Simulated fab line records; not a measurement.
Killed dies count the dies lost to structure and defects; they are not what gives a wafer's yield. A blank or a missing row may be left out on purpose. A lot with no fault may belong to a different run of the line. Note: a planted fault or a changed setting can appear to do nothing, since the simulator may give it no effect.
Which of the tools did it? | flow gf180mcu | 39 wafers from 13 lots sampled at 4 of the route's 602 steps

== WHAT THE GAUGES SHOWED, per wafer ==
GF_V3_THK_MEAS_01. Usual: V3_CVD_00_THK typically reads 598 nm, with standard deviation 6.2.
lot  | measured     | on            | V3_CVD_00_THK (nm) | flag
L273 | day 22 05:44 | film metro-01 | 610 597 602        |
L274 | day 22 10:43 | film metro-03 | 598 602 598        |
L277 | day 23 04:54 | film metro-03 | 594 606 597        |
L278 | day 23 18:07 | film metro-03 | 607 599 599        |
L279 | day 23 22:38 | film metro-03 | 598 603 601        |
L280 | day 24 14:20 | film metro-01 | 592 597 590        |
L284 | day 25 20:16 | film metro-01 | 603 611 612        |
L288 | day 27 12:37 | film metro-01 | 605 607 593        |
L291 | day 28 06:02 | film metro-02 | 579 593 590        |
L292 | day 28 09:26 | film metro-02 | 592 598 604        |
L293 | day 28 08:31 | film metro-03 | 587 598 605        |
L294 | day 28 19:32 | film metro-03 | 604 597 599        |
L295 | day 29 03:51 | film metro-03 | 580 595 584        |

GF_V3_OVL_MEAS_15. Usual: V3_OVL typically reads -3 nm, with standard deviation 5.1.
lot  | measured     | on         | V3_OVL (nm) | flag
L273 | day 23 04:47 | overlay-02 | -2 -3 3     |
L274 | day 23 10:17 | overlay-02 | -15 -8 -2   |
L277 | day 24 04:01 | overlay-01 | -3 -6 -5    |
L278 | day 24 17:11 | overlay-01 | -6 -4 -6    |
L279 | day 24 21:22 | overlay-01 | -7 -9 -10   |
L280 | day 25 12:34 | overlay-02 | -8 -2 -10   |
L284 | day 26 17:07 | overlay-02 | -7 -3 -11   |
L288 | day 28 08:55 | overlay-01 | -2 -5 3     |
L291 | day 29 01:40 | overlay-02 | 1 5 -4      |
L292 | day 29 05:22 | overlay-01 | -1 -2 3     |
L293 | day 29 04:37 | overlay-01 | 7 8 6       |
L294 | day 29 15:34 | overlay-01 | -2 9 -9     |
L295 | day 29 23:14 | overlay-01 | 3 4 4       |

== EACH LOT AND THE TOOL THAT RAN IT (in order: tool; ch and the chambers of the sampled wafers; start) ==
lot  | GF_STI_WET_ETCH_26             | GF_M3_SPUTTER_03
L273 | wet bench-04 ch 0, day 2 09:59 | pvd sputter-02, day 20 23:08
L274 | wet bench-04 ch 2, day 2 13:58 | pvd sputter-02, day 21 10:42
L277 | wet bench-04 ch 0, day 3 07:17 | pvd sputter-02, day 22 05:34
L278 | wet bench-01 ch 2, day 3 10:27 | pvd sputter-02, day 22 18:07
L279 | wet bench-03 ch 2, day 3 15:42 | pvd sputter-02, day 22 23:19
L280 | wet bench-04 ch 0, day 3 22:07 | pvd sputter-03, day 23 15:09
L284 | wet bench-03 ch 1, day 4 17:20 | pvd sputter-03, day 24 21:58
L288 | wet bench-04 ch 0, day 5 19:13 | pvd sputter-02, day 26 14:43
L291 | wet bench-04 ch 2, day 6 11:29 | pvd sputter-03, day 27 08:55
L292 | wet bench-01 ch 3, day 6 17:51 | pvd sputter-02, day 27 12:55
L293 | wet bench-01 ch 0, day 6 17:51 | pvd sputter-03, day 27 10:59
L294 | wet bench-01 ch 2, day 7 01:27 | pvd sputter-03, day 27 23:37
L295 | wet bench-04 ch 1, day 7 05:24 | pvd sputter-02, day 28 07:55
- GF_STI_WET_ETCH_26: etches SiO2 in dHF, target depth 94 nm, time 188 s.
- GF_M3_SPUTTER_03: material Ti, target thk 10 nm, time 6.7 s.

== WHAT THE TOOLS THEMSELVES READ (means of the sampled wafers that have a number; where no wafer has one, the mark that the record gives instead) ==
GF_STI_WET_ETCH_26. Usual: bath heat duty pct 6.3 %, standard deviation 0.64; temp c 24.97 C, standard deviation 0.097.
lot  | tool         | bath heat duty pct (%) | temp c (C) | flag
L273 | wet bench-04 | 6.6                    | 25.00      |
L274 | wet bench-04 | 5.7                    | 24.83      |
L277 | wet bench-04 | 6.5                    | 24.89      |
L278 | wet bench-01 | 6.5                    | 25.05      |
L279 | wet bench-03 | 5.4                    | 25.05      |
L280 | wet bench-04 | 6.0                    | 25.00      |
L284 | wet bench-03 | 6.6                    | 24.88      |
L288 | wet bench-04 | 14.1                   | 30.46      | OFF
L291 | wet bench-04 | 5.5                    | 25.07      |
L292 | wet bench-01 | 6.6                    | 25.01      |
L293 | wet bench-01 | 7.0                    | 24.97      |
L294 | wet bench-01 | 6.6                    | 24.99      |
L295 | wet bench-04 | 6.3                    | 24.96      |

GF_M3_SPUTTER_03. Usual: cathode dc power W 3000.0 W, standard deviation 0.56; throttle valve pct 29.6 %, standard deviation 0.96.
lot  | tool           | cathode dc power W (W) | throttle valve pct (%) | flag
L273 | pvd sputter-02 | 3000.0                 | 29.6                   |
L274 | pvd sputter-02 | 3000.0                 | 30.3                   |
L277 | pvd sputter-02 | 2999.8                 | 30.2                   |
L278 | pvd sputter-02 | 2999.9                 | 30.4                   |
L279 | pvd sputter-02 | 2999.7                 | 29.7                   |
L280 | pvd sputter-03 | 3000.2                 | 29.4                   |
L284 | pvd sputter-03 | 2999.8                 | 29.3                   |
L288 | pvd sputter-02 | 3000.5                 | 29.8                   |
L291 | pvd sputter-03 | 3000.0                 | 29.9                   |
L292 | pvd sputter-02 | 2999.8                 | 29.4                   |
L293 | pvd sputter-03 | 2999.6                 | 28.9                   |
L294 | pvd sputter-03 | 3000.1                 | 29.4                   |
L295 | pvd sputter-02 | 2999.7                 | 29.5                   |

== THE ANSWER, worked out from the rows above alone ==
Rule: a lot counts as off when the mean over its wafers that have a number is more than 3 standard deviations away from the usual mean. A lot without any number at a reading at which 4 lots or more have one is off too. Any other lot the step has rows for is counted as sound. First the gauges in route order, then the tools' own readings, where a lot's mean is used as printed above. The first step at which some lot is off is used, and at that step the reading that is off furthest; a lot without a number counts as furthest.
Off: L288 (GF_STI_WET_ETCH_26, temp c).
If a tool, at that step or one of the process steps before it, ran each lot that is off and ran no sound lot following the first of them, it fits. No candidate that was tried fits.

== WHAT THE SIMULATOR HAD PUT IN ==
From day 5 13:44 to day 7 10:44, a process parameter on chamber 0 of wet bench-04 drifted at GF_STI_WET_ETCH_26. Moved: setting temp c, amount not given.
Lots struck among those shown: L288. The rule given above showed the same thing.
